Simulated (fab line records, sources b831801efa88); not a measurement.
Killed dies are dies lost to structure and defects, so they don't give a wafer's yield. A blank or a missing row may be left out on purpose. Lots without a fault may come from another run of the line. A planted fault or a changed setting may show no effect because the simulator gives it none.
A struck lot beside a sound one | flow gf180mcu | 14 steps out of a route of 602
Sound: wafers L411.3, L411.4, L411.6. Struck: wafers L427.3, L427.5, L427.6. The cause comes at the end.
At each step with rows: each side's tool, then ch and its chambers, then its first start. Under that, the readings that differ: sound wafers | struck wafers | difference of the means | sigmas: that difference in standard deviations of wafers without a fault.
alike: readings whose means differ by less than 2 such deviations, and words and numbers that are the same on both sides. not compared: withheld readings, readings that some wafer has no value for, bounds like >300 that may hide the same value, and numbers for which the record gives no deviation and whose values overlap.
The two part at a step that has a row with sigmas, a row that says differs or no value, or rows on one side only. Numbers that don't overlap but have no deviation are shown without sigmas and don't part them. A reading that every wafer of one side lacks parts them only if that side has two wafers or more.

GF_DUAL_GATE_OVL_MEAS_11:
  sound on overlay-02, day 8 22:33; struck on overlay-02, day 13 16:27
  alike: DUAL_GATE_OVL
then, 1 step without rows for these wafers: GF_DUAL_GATE_WET_ETCH_12 (etches SiO2 in dHF, target depth 13 nm, time 260 s).
GF_DUAL_GATE_STRIP_13: strips in O2/N2.
  sound on plasma_asher-02 ch 0,1, day 8 22:41; struck on plasma_asher-02 ch 0,1, day 13 16:35
  reading                      | sound             | struck            | difference | sigmas
  strip_time_to_endpoint_s (s) | 12.69 12.67 12.65 | 12.60 12.60 12.59 | -0.07      | -2
  alike: drypump_motor_current_A, heater_power_w, n2_flow_sccm, oes_product_au
  not compared: rf_hours_counter_h
then, 3 steps without rows for these wafers: GF_DUAL_GATE_CLEAN_14 (cleans in SC1/SC2, time 150 s); GF_DUAL_GATE_OXIDATION_15 (stabilise 600 s, purge 300 s, target thk 7.098 nm); GF_POLY_GATE_CVD_00 (deposits poly-Si, target thk 200 nm, time 1200 s).
GF_POLY_GATE_THK_MEAS_01:
  sound on film_metro-01, day 9 02:40; struck on film_metro-01, day 13 19:37
  alike: POLY_GATE_CVD_00_THK
then, 5 steps without rows for these wafers: GF_POLY_GATE_DEHYDRATE_02 (time 60 s); GF_POLY_GATE_HMDS_03 (prime time 60 s); GF_POLY_GATE_COAT_04; GF_POLY_GATE_COAT_05 (resist thk 700 nm); GF_POLY_GATE_SOFTBAKE_06 (time 60 s).
GF_POLY_GATE_EXPOSE_07: exposes mask Poly2, target cd 280 nm.
  sound on krf_scanner-01 ch 0, day 9 11:34; struck on krf_scanner-02, day 14 06:13
  no value came back on the struck wafers for exposure_dose_mJ_cm2, focus_offset_nm (nm), na; on the sound wafers exposure_dose_mJ_cm2 reads 28.247 28.273 28.219
  alike: mask
then, 1 step without rows for these wafers: GF_POLY_GATE_PEB_08 (peb time 90 s).

WHERE THEY PART
First at GF_DUAL_GATE_STRIP_13; last, within this record, at GF_POLY_GATE_EXPOSE_07.

WHY: what the simulator had put in
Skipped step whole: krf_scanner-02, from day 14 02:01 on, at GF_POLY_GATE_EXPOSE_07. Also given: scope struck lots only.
